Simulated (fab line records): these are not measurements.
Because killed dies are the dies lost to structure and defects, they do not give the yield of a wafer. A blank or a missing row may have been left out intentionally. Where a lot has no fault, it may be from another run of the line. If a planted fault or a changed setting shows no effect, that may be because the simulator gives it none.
Matching of chambers | flow sky130 | SKY_FIELD_ISO_ETCH_17 on rie_si-01 has 4 sister chambers
The step etches Si in HBr/Cl2/O2, target depth 342 nm, time 97.7 s. 35 wafers are shown with their chamber, then 12 later ones without.

## EACH WAFER AND ITS CHAMBER
wafer  | chamber | drypump_motor_current_A (A) | oes_product_au (a.u.) | throttle_valve_pct (%)
L074.1 | 1       | 6.3                         | 0.974                 | 25.672
L074.4 | 0       | 6.2                         | 0.993                 | 25.662
L074.6 | 0       | 6.2                         | 0.990                 | 25.657
L075.3 | 1       | 6.2                         | 0.979                 | 25.687
L075.4 | 2       | 6.1                         | 1.000                 | 25.670
L075.5 | 3       | 5.2                         | 1.016                 | 25.651
L077.1 | 2       | 6.1                         | 0.998                 | 25.661
L077.2 | 3       | 5.2                         | 1.018                 | 25.639
L077.4 | 0       | 6.2                         | 1.000                 | 25.663
L078.1 | 1       | 6.2                         | 0.973                 | 25.659
L078.5 | 0       | 6.2                         | 0.989                 | 25.670
L078.6 | 3       | 5.1                         | 1.014                 | 25.653
L080.1 | 1       | 6.2                         | 0.971                 | 25.671
L080.2 | 2       | 6.1                         | 0.995                 | 25.648
L080.5 | 3       | 5.2                         | 1.026                 | 25.638
L081.1 | 1       | 6.2                         | 0.982                 | 25.657
L081.3 | 0       | 6.2                         | 1.002                 | 25.664
L081.4 | 2       | 6.1                         | 0.988                 | 25.663
L084.1 | 2       | 6.1                         | 1.008                 | 25.658
L084.3 | 0       | 6.2                         | 0.982                 | 25.672
L084.4 | 3       | 5.2                         | 1.029                 | 25.632
L085.2 | 1       | 6.3                         | 0.982                 | 25.671
L085.4 | 0       | 6.2                         | 0.995                 | 25.664
L085.5 | 0       | 6.2                         | 0.994                 | 25.656
L086.1 | 3       | 5.1                         | 1.040                 | 25.623
L086.3 | 2       | 6.0                         | 1.004                 | 25.646
L086.4 | 0       | 6.2                         | 0.992                 | 25.668
L087.2 | 1       | 6.2                         | 0.972                 | 25.676
L087.3 | 2       | 6.0                         | 1.001                 | 25.665
L087.5 | 3       | 5.1                         | 1.014                 | 25.641
L089.4 | 1       | 6.2                         | 0.993                 | 25.678
L089.5 | 3       | 5.2                         | 1.019                 | 25.649
L089.6 | 2       | 6.1                         | 1.015                 | 25.642
L090.3 | 3       | 5.2                         | 1.018                 | 25.634
L090.5 | 1       | 6.2                         | 0.981                 | 25.666

SIGNATURES (means of the wafers above)
reading                 | chamber 0 | chamber 1 | chamber 2 | chamber 3 | scatter within a chamber
drypump_motor_current_A | 6.200     | 6.222     | 6.075     | 5.167     | 0.0404
oes_product_au          | 0.99300   | 0.97856   | 1.00113   | 1.02156   | 0.00748
throttle_valve_pct      | 25.66400  | 25.67078  | 25.65663  | 25.64000  | 0.00881
Rule: for each reading, subtract the chamber's mean from the wafer's reading, divide by that reading's scatter and square the result; add these up over the readings and take the root, which gives the wafer's distance from the chamber. If the next closest chamber is less than 2 further off than the closest, the wafer can't be placed; otherwise it belongs to the closest. The scatter is the square root of a quotient: the sum, over the shown wafers, of each reading's squared deviation from its chamber's mean, divided by wafers minus chambers.

## WAFERS WHOSE CHAMBER IS MISSING
wafer  | drypump_motor_current_A (A) | oes_product_au (a.u.) | throttle_valve_pct (%)
L093.2 | 6.2                         | 0.995                 | 25.650
L093.3 | 5.2                         | 1.020                 | 25.651
L093.5 | 6.2                         | 0.988                 | 25.684
L094.1 | 5.1                         | 1.019                 | 25.633
L094.2 | 6.1                         | 1.002                 | 25.642
L094.5 | 6.2                         | 0.999                 | 25.653
L095.1 | 6.0                         | 1.008                 | 25.646
L095.2 | 6.2                         | 0.985                 | 25.668
L095.5 | 5.2                         | 1.024                 | 25.638
L097.2 | 6.1                         | 1.000                 | 25.652
L097.3 | 6.2                         | 0.990                 | 25.662
L097.4 | 5.1                         | 1.024                 | 25.648

## WHICH CHAMBER EACH ONE RAN IN
wafer  | from the rows above          | in truth
L093.2 | can't be placed: 0 or 1 or 2 | 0
L093.3 | 3                            | 3
L093.5 | can't be placed: 1 or 0      | 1
L094.1 | 3                            | 3
L094.2 | can't be placed: 2 or 0      | 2
L094.5 | can't be placed: 0 or 2 or 1 | 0
L095.1 | 2                            | 2
L095.2 | can't be placed: 1 or 0      | 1
L095.5 | 3                            | 3
L097.2 | 2                            | 2
L097.3 | can't be placed: 0 or 1      | 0
L097.4 | 3                            | 3
6 of 12 placed correctly. These rows do not allow placing 6 (true chamber among the candidates in 6). 0 placed wrongly.
